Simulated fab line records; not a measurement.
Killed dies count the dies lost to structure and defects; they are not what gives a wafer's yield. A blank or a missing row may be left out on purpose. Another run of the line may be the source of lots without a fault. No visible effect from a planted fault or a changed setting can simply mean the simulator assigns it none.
Shared-tool check / flow sky130 / 15 lots, 45 wafers sampled

## THE REASON FOR OPENING IT
Of 15 lots, 3 have the reading LDD_N_TW flagged at SKY_LDD_N_TW_MEAS_17. Wafers without a fault read 2571, standard deviation 18.
Rule: a lot is flagged in two cases, either no wafer of it has a number, or all its wafers with numbers fall more than 4 standard deviations from that mean. The other lots count as sound.

lot=L771; measured=day 18 00:17; on=filmMetro-04; LDD_N_TW, wafer by wafer=2550 2553 2557; flag=
lot=L773; measured=day 18 11:55; on=filmMetro-03; LDD_N_TW, wafer by wafer=2581 2594 2573; flag=
lot=L775; measured=day 20 08:41; on=filmMetro-03; LDD_N_TW, wafer by wafer=2435 2424 2424; flag=FLAGGED
lot=L778; measured=day 20 08:53; on=filmMetro-04; LDD_N_TW, wafer by wafer=2413 2404 2398; flag=FLAGGED
lot=L776; measured=day 20 09:11; on=filmMetro-04; LDD_N_TW, wafer by wafer=2416 2416 2418; flag=FLAGGED
lot=L784; measured=day 22 20:29; on=filmMetro-01; LDD_N_TW, wafer by wafer=2608 2599 2596; flag=
lot=L785; measured=day 22 22:32; on=filmMetro-01; LDD_N_TW, wafer by wafer=2600 2600 2594; flag=
lot=L786; measured=day 23 11:11; on=filmMetro-04; LDD_N_TW, wafer by wafer=2555 2546 2553; flag=
lot=L787; measured=day 23 17:56; on=filmMetro-04; LDD_N_TW, wafer by wafer=2551 2561 2565; flag=
lot=L788; measured=day 23 21:58; on=filmMetro-01; LDD_N_TW, wafer by wafer=2604 2608 2600; flag=
lot=L789; measured=day 24 02:44; on=filmMetro-03; LDD_N_TW, wafer by wafer=2581 2577 2581; flag=
lot=L791; measured=day 25 05:46; on=filmMetro-04; LDD_N_TW, wafer by wafer=2543 2543 2549; flag=
lot=L790; measured=day 25 06:04; on=filmMetro-04; LDD_N_TW, wafer by wafer=2552 2549 2562; flag=
lot=L792; measured=day 25 07:59; on=filmMetro-04; LDD_N_TW, wafer by wafer=2555 2542 2540; flag=
lot=L794; measured=day 26 00:56; on=filmMetro-03; LDD_N_TW, wafer by wafer=2574 2579 2577; flag=
On average the flagged lots' numbers are 2416, which is -155 against the usual, or -9 standard deviations.

## EACH LOT AND THE TOOL IT RAN ON
Before the reading, the record contains 2 process steps out of a 708-step route. In each cell: the tool, then ch and the chambers that the sampled wafers went through, then the start.
lot=L771; flag=; SKY_LDD_N_IMPLANT_09=implanter-03 ch 0, day 17 23:08; SKY_LDD_N_STRIP_16=plasmaAsher-04 ch 0,1, day 18 00:11
lot=L773; flag=; SKY_LDD_N_IMPLANT_09=implanter-01 ch 0, day 18 10:46; SKY_LDD_N_STRIP_16=plasmaAsher-02 ch 0,1, day 18 11:49
lot=L775; flag=FLAGGED; SKY_LDD_N_IMPLANT_09=implanter-03, day 20 07:33; SKY_LDD_N_STRIP_16=plasmaAsher-02 ch 1, day 20 08:34
lot=L778; flag=FLAGGED; SKY_LDD_N_IMPLANT_09=implanter-01, day 20 07:46; SKY_LDD_N_STRIP_16=plasmaAsher-03 ch 0,1, day 20 08:47
lot=L776; flag=FLAGGED; SKY_LDD_N_IMPLANT_09=implanter-04, day 20 08:04; SKY_LDD_N_STRIP_16=plasmaAsher-02 ch 0,1, day 20 09:05
lot=L784; flag=; SKY_LDD_N_IMPLANT_09=implanter-03 ch 0, day 22 19:20; SKY_LDD_N_STRIP_16=plasmaAsher-03 ch 0,1, day 22 20:23
lot=L785; flag=; SKY_LDD_N_IMPLANT_09=implanter-03 ch 0, day 22 21:24; SKY_LDD_N_STRIP_16=plasmaAsher-02 ch 1, day 22 22:25
lot=L786; flag=; SKY_LDD_N_IMPLANT_09=implanter-01 ch 0, day 23 10:02; SKY_LDD_N_STRIP_16=plasmaAsher-03 ch 0,1, day 23 11:05
lot=L787; flag=; SKY_LDD_N_IMPLANT_09=implanter-03 ch 0, day 23 16:49; SKY_LDD_N_STRIP_16=plasmaAsher-02 ch 0,1, day 23 17:51
lot=L788; flag=; SKY_LDD_N_IMPLANT_09=implanter-01 ch 0, day 23 20:49; SKY_LDD_N_STRIP_16=plasmaAsher-03 ch 0,1, day 23 21:52
lot=L789; flag=; SKY_LDD_N_IMPLANT_09=implanter-04 ch 0, day 24 01:37; SKY_LDD_N_STRIP_16=plasmaAsher-02 ch 0,1, day 24 02:38
lot=L791; flag=; SKY_LDD_N_IMPLANT_09=implanter-01 ch 0, day 25 04:37; SKY_LDD_N_STRIP_16=plasmaAsher-04 ch 0,1, day 25 05:40
lot=L790; flag=; SKY_LDD_N_IMPLANT_09=implanter-03 ch 0, day 25 04:55; SKY_LDD_N_STRIP_16=plasmaAsher-04 ch 0,1, day 25 05:58
lot=L792; flag=; SKY_LDD_N_IMPLANT_09=implanter-04 ch 0, day 25 06:52; SKY_LDD_N_STRIP_16=plasmaAsher-02 ch 0,1, day 25 07:53
lot=L794; flag=; SKY_LDD_N_IMPLANT_09=implanter-01 ch 0, day 25 23:47; SKY_LDD_N_STRIP_16=plasmaAsher-02 ch 1, day 26 00:50
What the steps here do:
- SKY_LDD_N_IMPLANT_09
- SKY_LDD_N_STRIP_16: strips in O2/N2.
- SKY_LDD_N_TW_MEAS_17

## FLAGGED AGAINST TOTAL, ONE TOOL AT A TIME (gauges that did the reading follow at the end)
step=SKY_LDD_N_IMPLANT_09; tool=implanter-01; lots run=6; flagged=1; share of the flagged lots=some; sound lots run after its first flagged lot=4 (L786,L788,L791,L794)
step=SKY_LDD_N_IMPLANT_09; tool=implanter-03; lots run=6; flagged=1; share of the flagged lots=some; sound lots run after its first flagged lot=4 (L784,L785,L787,L790)
step=SKY_LDD_N_IMPLANT_09; tool=implanter-04; lots run=3; flagged=1; share of the flagged lots=some; sound lots run after its first flagged lot=2 (L789,L792)
step=SKY_LDD_N_STRIP_16; tool=plasmaAsher-02; lots run=8; flagged=2; share of the flagged lots=some; sound lots run after its first flagged lot=5 (L785,L787,L789,L792,L794)
step=SKY_LDD_N_STRIP_16; tool=plasmaAsher-03; lots run=4; flagged=1; share of the flagged lots=some; sound lots run after its first flagged lot=3 (L784,L786,L788)
step=SKY_LDD_N_STRIP_16; tool=plasmaAsher-04; lots run=3; flagged=0; share of the flagged lots=none; sound lots run after its first flagged lot=-
step=SKY_LDD_N_TW_MEAS_17; tool=filmMetro-01; lots run=3; flagged=0; share of the flagged lots=none; sound lots run after its first flagged lot=-
step=SKY_LDD_N_TW_MEAS_17; tool=filmMetro-03; lots run=4; flagged=1; share of the flagged lots=some; sound lots run after its first flagged lot=2 (L789,L794)
step=SKY_LDD_N_TW_MEAS_17; tool=filmMetro-04; lots run=8; flagged=2; share of the flagged lots=some; sound lots run after its first flagged lot=5 (L786,L787,L791,L790,L792)

## WHAT IS ALLOWED BY THE TABLE
No row of the table ran every flagged lot.

## WHAT WAS PUT IN BY THE SIMULATOR
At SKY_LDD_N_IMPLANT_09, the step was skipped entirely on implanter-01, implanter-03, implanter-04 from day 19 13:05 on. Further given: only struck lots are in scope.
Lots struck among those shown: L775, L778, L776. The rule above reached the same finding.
